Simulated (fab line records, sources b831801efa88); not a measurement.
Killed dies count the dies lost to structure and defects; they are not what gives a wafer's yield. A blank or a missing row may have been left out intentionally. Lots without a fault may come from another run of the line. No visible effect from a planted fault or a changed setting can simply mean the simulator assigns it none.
fab line records :: flow gf180mcu
[record]
  lots = 7
  wafers = 21
  last-day = 34
route steps=602 shown DNWELL@34 NWELL@42
lots that met no fault: taken from a fault-free run of the same line
start-h: the number of hours between the record's first day and the start of the first shown wafer of the lot :: wait-h: how many hours have passed since the lot's step before this one :: " the same as in the row above :: L1.1+2: a row that stands for several wafers :: - no value present, or no start provided :: * or withheld: withheld :: < > ~ a bound
route shown NAME@n: a module of which the file shows steps, and the number in the route of the first :: usual: average and standard deviation across the fault-free wafers :: same: alike in all rows :: chamber/n: place in a boat :: sites: per-site readings :: _std_site: the standard deviation of these :: _edge_site: the outer-site mean with the inner-site mean subtracted :: radius-mm: how far each site lies from the wafer's centre :: mask NAME#n: copy n :: behind: the most recent tool/chamber to have shaped the wafer :: hold: why the lot was held/for how many hours/how that ended :: device: whichever transistor did not switch (one of n, p or np) :: end of line: at the end of the route, the tests of the same wafers :: a step with no rows: only its recipe :: killed: dies that structure and defects cost at the first sort, which is not the same as the wafer's yield :: map: dies across one wafer; x = killed, . = not, _ = none there
set.NAME: the setting the step ran with; set.NAME@STEP: the setting that earlier step ran with :: model.NAME: the simulator's own value behind a step, which no gauge read
lots at selected steps of the route; one table per step, one row per wafer
services: a tool's chamber out of use, with start hour (start-h, from the record's first day; less than 0 if before it), hours out, and reason
[[steps]]
[step GF_DNWELL_COAT_02]
[recipe]
  spin-rpm = 2000
  resist-thk-nm = 3000
[step GF_DNWELL_SOFTBAKE_03]
[recipe]
  temp-c = 110
  time-s = withheld
[step GF_DNWELL_EXPOSE_04]
[recipe]
  mask-id = DNWELL
  target-cd-nm = 1700
  na = 0.6
  source-shape = conventional
  sigma-outer = 0.6
  dose-mj = 260
[step GF_DNWELL_PEB_05]
[recipe]
  temp-c = 115
  time-s = withheld
[step GF_DNWELL_DEVELOP_06]
[recipe]
  wall-angle-deg = 90
  develop-time-s = 60
  dev-temp-c = 23
[step GF_DNWELL_IMPLANT_07]
[recipe]
  species = P
  energy-kev = 1500
  dose-cm2 = 1e+13
  tilt-deg = 0
[step GF_DNWELL_STRIP_08]
[recipe]
  chemistry = O2/N2
  power-w = 1400
  pressure-mtorr = 1500
  platen-temp-c = 250
  o2-flow-sccm = 3000
  n2-flow-sccm = 300
  overash-fraction = 0.5
[usual]
  drypump-motor-current-A = 6.2/0.53
  heater-power-w = 333/32
  oes-product-au = 0.722/0.005
  strip-time-to-endpoint-s = 36.97/0.11
lot.wafer: L986.4
tool: plasma-asher-04
chamber: 0
start-h: 48.64
wait-h: 0.1
drypump-motor-current-A: 5.4
heater-power-w: 271
oes-product-au: 0.727
rf-hours-counter-h: -
strip-time-to-endpoint-s: 36.92

lot.wafer: L986.5
tool: plasma-asher-04
chamber: 1
start-h: 48.64
wait-h: 0.1
drypump-motor-current-A: 5.6
heater-power-w: 345
oes-product-au: 0.715
rf-hours-counter-h: -
strip-time-to-endpoint-s: 36.90

lot.wafer: L986.6
tool: plasma-asher-04
chamber: 0
start-h: 48.64
wait-h: 0.1
drypump-motor-current-A: 5.4
heater-power-w: 265
oes-product-au: 0.738
rf-hours-counter-h: -
strip-time-to-endpoint-s: 36.94

lot.wafer: L988.1
tool: plasma-asher-02
chamber: 0
start-h: 58.22
wait-h: 0.1
drypump-motor-current-A: 6.8
heater-power-w: 354
oes-product-au: 0.713
rf-hours-counter-h: 40
strip-time-to-endpoint-s: 36.88

lot.wafer: L988.2
tool: plasma-asher-02
chamber: 1
start-h: 58.22
wait-h: 0.1
drypump-motor-current-A: 6.5
heater-power-w: 366
oes-product-au: 0.737
rf-hours-counter-h: 40
strip-time-to-endpoint-s: 36.88

lot.wafer: L988.3
tool: plasma-asher-02
chamber: 1
start-h: 58.22
wait-h: 0.1
drypump-motor-current-A: 6.5
heater-power-w: 359
oes-product-au: 0.723
rf-hours-counter-h: -
strip-time-to-endpoint-s: 36.94

lot.wafer: L989.1
tool: plasma-asher-04
chamber: 0
start-h: 63.33
wait-h: 0.1
drypump-motor-current-A: 5.4
heater-power-w: 267
oes-product-au: 0.719
rf-hours-counter-h: 42
strip-time-to-endpoint-s: 36.92

lot.wafer: L989.2
tool: plasma-asher-04
chamber: 1
start-h: 63.33
wait-h: 0.1
drypump-motor-current-A: 5.6
heater-power-w: 354
oes-product-au: 0.723
rf-hours-counter-h: 42
strip-time-to-endpoint-s: 36.94

lot.wafer: L989.4
tool: plasma-asher-04
chamber: 1
start-h: 63.33
wait-h: 0.1
drypump-motor-current-A: 5.6
heater-power-w: 350
oes-product-au: 0.725
rf-hours-counter-h: -
strip-time-to-endpoint-s: 36.86

lot.wafer: L103.1
tool: plasma-asher-02
chamber: 1
start-h: 137.77
wait-h: 0.1
drypump-motor-current-A: 6.5
heater-power-w: 361
oes-product-au: 0.722
rf-hours-counter-h: 47
strip-time-to-endpoint-s: 36.77

lot.wafer: L103.3
tool: plasma-asher-02
chamber: 0
start-h: 137.77
wait-h: 0.1
drypump-motor-current-A: 6.8
heater-power-w: 355
oes-product-au: 0.722
rf-hours-counter-h: -
strip-time-to-endpoint-s: 36.71

lot.wafer: L103.5
tool: plasma-asher-02
chamber: 0
start-h: 137.77
wait-h: 0.1
drypump-motor-current-A: 6.8
heater-power-w: 362
oes-product-au: 0.714
rf-hours-counter-h: -
strip-time-to-endpoint-s: 36.72

lot.wafer: L104.1
tool: plasma-asher-04
chamber: 1
start-h: 144.97
wait-h: 0.1
drypump-motor-current-A: 5.5
heater-power-w: 358
oes-product-au: 0.730
rf-hours-counter-h: 3
strip-time-to-endpoint-s: 36.91

lot.wafer: L104.3
tool: plasma-asher-04
chamber: 0
start-h: 144.97
wait-h: 0.1
drypump-motor-current-A: 5.4
heater-power-w: 266
oes-product-au: 0.728
rf-hours-counter-h: -
strip-time-to-endpoint-s: 36.97

lot.wafer: L104.4
tool: plasma-asher-04
chamber: 1
start-h: 144.97
wait-h: 0.1
drypump-motor-current-A: 5.5
heater-power-w: 360
oes-product-au: 0.716
rf-hours-counter-h: -
strip-time-to-endpoint-s: 36.92

lot.wafer: L105.2
tool: plasma-asher-01
chamber: 0
start-h: 153.73
wait-h: 0.1
drypump-motor-current-A: 5.7
heater-power-w: 306
oes-product-au: 0.728
rf-hours-counter-h: 38
strip-time-to-endpoint-s: 36.81

lot.wafer: L105.3
tool: plasma-asher-01
chamber: 1
start-h: 153.73
wait-h: 0.1
drypump-motor-current-A: 5.9
heater-power-w: 324
oes-product-au: 0.717
rf-hours-counter-h: -
strip-time-to-endpoint-s: 36.83

lot.wafer: L105.6
tool: plasma-asher-01
chamber: 1
start-h: 153.73
wait-h: 0.1
drypump-motor-current-A: 5.9
heater-power-w: 319
oes-product-au: 0.722
rf-hours-counter-h: -
strip-time-to-endpoint-s: 36.90

lot.wafer: L107.2
tool: plasma-asher-04
chamber: 0
start-h: 161.23
wait-h: 0.1
drypump-motor-current-A: 5.5
heater-power-w: 271
oes-product-au: 0.720
rf-hours-counter-h: 5
strip-time-to-endpoint-s: 36.96

lot.wafer: L107.4
tool: plasma-asher-04
chamber: 1
start-h: 161.23
wait-h: 0.1
drypump-motor-current-A: 5.5
heater-power-w: 349
oes-product-au: 0.721
rf-hours-counter-h: -
strip-time-to-endpoint-s: 37.01

lot.wafer: L107.6
tool: plasma-asher-04
chamber: 0
start-h: 161.23
wait-h: 0.1
drypump-motor-current-A: 5.4
heater-power-w: 263
oes-product-au: 0.722
rf-hours-counter-h: -
strip-time-to-endpoint-s: 36.85
[step GF_DNWELL_TW_MEAS_09]
[usual]
  DNWELL_TW = 1349/8.5
lot.wafer: L986.4
tool: film-metro-04
chamber: -
start-h: 48.74
wait-h: 0.1
DNWELL_TW: 1348

lot.wafer: L986.5
tool: film-metro-04
chamber: -
start-h: 48.74
wait-h: 0.1
DNWELL_TW: 1347

lot.wafer: L986.6
tool: film-metro-04
chamber: -
start-h: 48.74
wait-h: 0.1
DNWELL_TW: 1343

lot.wafer: L988.1
tool: film-metro-03
chamber: -
start-h: 58.32
wait-h: 0.1
DNWELL_TW: 1351

lot.wafer: L988.2
tool: film-metro-03
chamber: -
start-h: 58.32
wait-h: 0.1
DNWELL_TW: 1351

lot.wafer: L988.3
tool: film-metro-03
chamber: -
start-h: 58.32
wait-h: 0.1
DNWELL_TW: 1341

lot.wafer: L989.1
tool: film-metro-02
chamber: -
start-h: 63.43
wait-h: 0.1
DNWELL_TW: 1344

lot.wafer: L989.2
tool: film-metro-02
chamber: -
start-h: 63.43
wait-h: 0.1
DNWELL_TW: 1348

lot.wafer: L989.4
tool: film-metro-02
chamber: -
start-h: 63.43
wait-h: 0.1
DNWELL_TW: 1350

lot.wafer: L103.1
tool: film-metro-03
chamber: -
start-h: 137.89
wait-h: 0.1
DNWELL_TW: 1368

lot.wafer: L103.3
tool: film-metro-03
chamber: -
start-h: 137.89
wait-h: 0.1
DNWELL_TW: 1348

lot.wafer: L103.5
tool: film-metro-03
chamber: -
start-h: 137.89
wait-h: 0.1
DNWELL_TW: 1353

lot.wafer: L104.1
tool: film-metro-04
chamber: -
start-h: 145.07
wait-h: 0.1
DNWELL_TW: 1352

lot.wafer: L104.3
tool: film-metro-04
chamber: -
start-h: 145.07
wait-h: 0.1
DNWELL_TW: 1349

lot.wafer: L104.4
tool: film-metro-04
chamber: -
start-h: 145.07
wait-h: 0.1
DNWELL_TW: 1353

lot.wafer: L105.2
tool: film-metro-04
chamber: -
start-h: 153.84
wait-h: 0.1
DNWELL_TW: 1356

lot.wafer: L105.3
tool: film-metro-04
chamber: -
start-h: 153.84
wait-h: 0.1
DNWELL_TW: 1354

lot.wafer: L105.6
tool: film-metro-04
chamber: -
start-h: 153.84
wait-h: 0.1
DNWELL_TW: 1364

lot.wafer: L107.2
tool: film-metro-03
chamber: -
start-h: 161.34
wait-h: 0.1
DNWELL_TW: 1351

lot.wafer: L107.4
tool: film-metro-03
chamber: -
start-h: 161.34
wait-h: 0.1
DNWELL_TW: 1351

lot.wafer: L107.6
tool: film-metro-03
chamber: -
start-h: 161.34
wait-h: 0.1
DNWELL_TW: 1353
[step GF_NWELL_DEHYDRATE_00]
[recipe]
  temp-c = 200
  time-s = 60
[step GF_NWELL_HMDS_01]
[recipe]
  prime-time-s = 60
  prime-temp-c = 120
[step GF_NWELL_COAT_02]
[recipe]
  spin-rpm = 2000
  resist-thk-nm = 3000
[step GF_NWELL_SOFTBAKE_03]
[recipe]
  temp-c = 110.5
  time-s = withheld
[step GF_NWELL_EXPOSE_04]
[recipe]
  mask-id = Nwell
  target-cd-nm = 860
  na = 0.6
  source-shape = conventional
  sigma-outer = 0.6
  dose-mj = 260
[usual]
  exposure-dose-mJ-cm2 = 260.02/0.27
  focus-offset-nm = 0.0/0.52
lot.wafer: L986.4
tool: iline-stepper-01
chamber: 0
start-h: 54.83
wait-h: -
mask: Nwell#0
exposure-dose-mJ-cm2: 260.10
focus-offset-nm: 0.0

lot.wafer: L986.5
tool: iline-stepper-01
chamber: 0
start-h: 54.83
wait-h: -
mask: Nwell#0
exposure-dose-mJ-cm2: 259.90
focus-offset-nm: -0.5

lot.wafer: L986.6
tool: iline-stepper-01
chamber: 0
start-h: 54.83
wait-h: -
mask: Nwell#0
exposure-dose-mJ-cm2: 259.94
focus-offset-nm: 0.2

lot.wafer: L988.1
tool: iline-stepper-02
chamber: 0
start-h: 64.87
wait-h: -
mask: Nwell#0
exposure-dose-mJ-cm2: 260.08
focus-offset-nm: -0.3

lot.wafer: L988.2
tool: iline-stepper-02
chamber: 0
start-h: 64.87
wait-h: -
mask: Nwell#0
exposure-dose-mJ-cm2: 260.26
focus-offset-nm: 0.0

lot.wafer: L988.3
tool: iline-stepper-02
chamber: 0
start-h: 64.87
wait-h: -
mask: Nwell#0
exposure-dose-mJ-cm2: 259.56
focus-offset-nm: -0.2

lot.wafer: L989.1
tool: iline-stepper-02
chamber: 0
start-h: 70.11
wait-h: -
mask: Nwell#0
exposure-dose-mJ-cm2: 260.15
focus-offset-nm: -0.2

lot.wafer: L989.2
tool: iline-stepper-02
chamber: 0
start-h: 70.11
wait-h: -
mask: Nwell#0
exposure-dose-mJ-cm2: 259.97
focus-offset-nm: -0.6

lot.wafer: L989.4
tool: iline-stepper-02
chamber: 0
start-h: 70.11
wait-h: -
mask: Nwell#0
exposure-dose-mJ-cm2: 260.13
focus-offset-nm: -0.3

lot.wafer: L103.1
tool: iline-stepper-02
chamber: -
start-h: 146.37
wait-h: -
mask: Nwell#0
exposure-dose-mJ-cm2: -
focus-offset-nm: -

lot.wafer: L103.3
tool: iline-stepper-02
chamber: -
start-h: 146.37
wait-h: -
mask: Nwell#0
exposure-dose-mJ-cm2: -
focus-offset-nm: -

lot.wafer: L103.5
tool: iline-stepper-02
chamber: -
start-h: 146.37
wait-h: -
mask: Nwell#0
exposure-dose-mJ-cm2: -
focus-offset-nm: -

lot.wafer: L104.1
tool: iline-stepper-01
chamber: -
start-h: 151.28
wait-h: -
mask: Nwell#0
exposure-dose-mJ-cm2: -
focus-offset-nm: -

lot.wafer: L104.3
tool: iline-stepper-01
chamber: -
start-h: 151.28
wait-h: -
mask: Nwell#0
exposure-dose-mJ-cm2: -
focus-offset-nm: -

lot.wafer: L104.4
tool: iline-stepper-01
chamber: -
start-h: 151.28
wait-h: -
mask: Nwell#0
exposure-dose-mJ-cm2: -
focus-offset-nm: -

lot.wafer: L105.2
tool: iline-stepper-02
chamber: -
start-h: 161.61
wait-h: -
mask: Nwell#0
exposure-dose-mJ-cm2: -
focus-offset-nm: -

lot.wafer: L105.3
tool: iline-stepper-02
chamber: -
start-h: 161.61
wait-h: -
mask: Nwell#0
exposure-dose-mJ-cm2: -
focus-offset-nm: -

lot.wafer: L105.6
tool: iline-stepper-02
chamber: -
start-h: 161.61
wait-h: -
mask: Nwell#0
exposure-dose-mJ-cm2: -
focus-offset-nm: -

lot.wafer: L107.2
tool: iline-stepper-01
chamber: 0
start-h: 170.40
wait-h: -
mask: Nwell#0
exposure-dose-mJ-cm2: 259.86
focus-offset-nm: 0.9

lot.wafer: L107.4
tool: iline-stepper-01
chamber: 0
start-h: 170.40
wait-h: -
mask: Nwell#0
exposure-dose-mJ-cm2: 260.20
focus-offset-nm: 0.0

lot.wafer: L107.6
tool: iline-stepper-01
chamber: 0
start-h: 170.40
wait-h: -
mask: Nwell#0
exposure-dose-mJ-cm2: 260.41
focus-offset-nm: -0.5
[step GF_NWELL_PEB_05]
[recipe]
  temp-c = 115
  time-s = withheld
[[services]]
tool: iline-stepper-02
chamber: -
start-h: 47.93
hours: 0.9
kind: repair

tool: iline-stepper-02
chamber: -
start-h: 73.47
hours: 1.3
kind: repair

tool: iline-stepper-01
chamber: -
start-h: 103.90
hours: 1.7
kind: pm

tool: plasma-asher-02
chamber: -
start-h: 104.80
hours: 11.6
kind: repair

tool: plasma-asher-04
chamber: -
start-h: 108.80
hours: 9.0
kind: pm

tool: plasma-asher-04
chamber: 0
start-h: 108.80
hours: 9.0
kind: vent-cycle

tool: plasma-asher-04
chamber: 1
start-h: 108.80
hours: 9.0
kind: vent-cycle

tool: plasma-asher-04
chamber: 0
start-h: 117.80
hours: -
kind: clean

tool: plasma-asher-04
chamber: 1
start-h: 117.80
hours: -
kind: clean

tool: iline-stepper-02
chamber: -
start-h: 128.99
hours: 15.5
kind: repair

tool: iline-stepper-01
chamber: -
start-h: 137.31
hours: 11.5
kind: repair

tool: iline-stepper-01
chamber: 0
start-h: 148.54
hours: -
kind: calibration
[[key]]
[first-sign]
  step = GF_NWELL_EXPOSE_04
  reading = tool-record
  direction = missing
effect none on later readings
met-at GF_NWELL_EXPOSE_04
struck-wafers L103.1,L103.3,L103.5,L104.1,L104.3,L104.4,L105.2,L105.3,L105.6
sort-left-out L103.1,L103.3,L103.5,L104.1,L104.3,L104.4,L105.2,L105.3,L105.6
tester-left-out L103,L104,L105
onset-between 70.11 146.37
[fault]
  kind = skipped-step-whole
  tool = iline-stepper-01,iline-stepper-02
  chamber = -
  onset-h = 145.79
  steps = GF_NWELL_EXPOSE_04
  scope = struck-lots-only
// tester-left-out: of these lots the tester's yield and bins aren't shown, on N5 and GAA mostly nor the transistor test; their killed dies are dies lost to structure and defects alone, not to doping, threshold or leakage, so they don't give the yield
// sort-left-out: the simulated sort isn't trusted on such a fault, so these wafers' sort isn't shown, and their yield isn't known
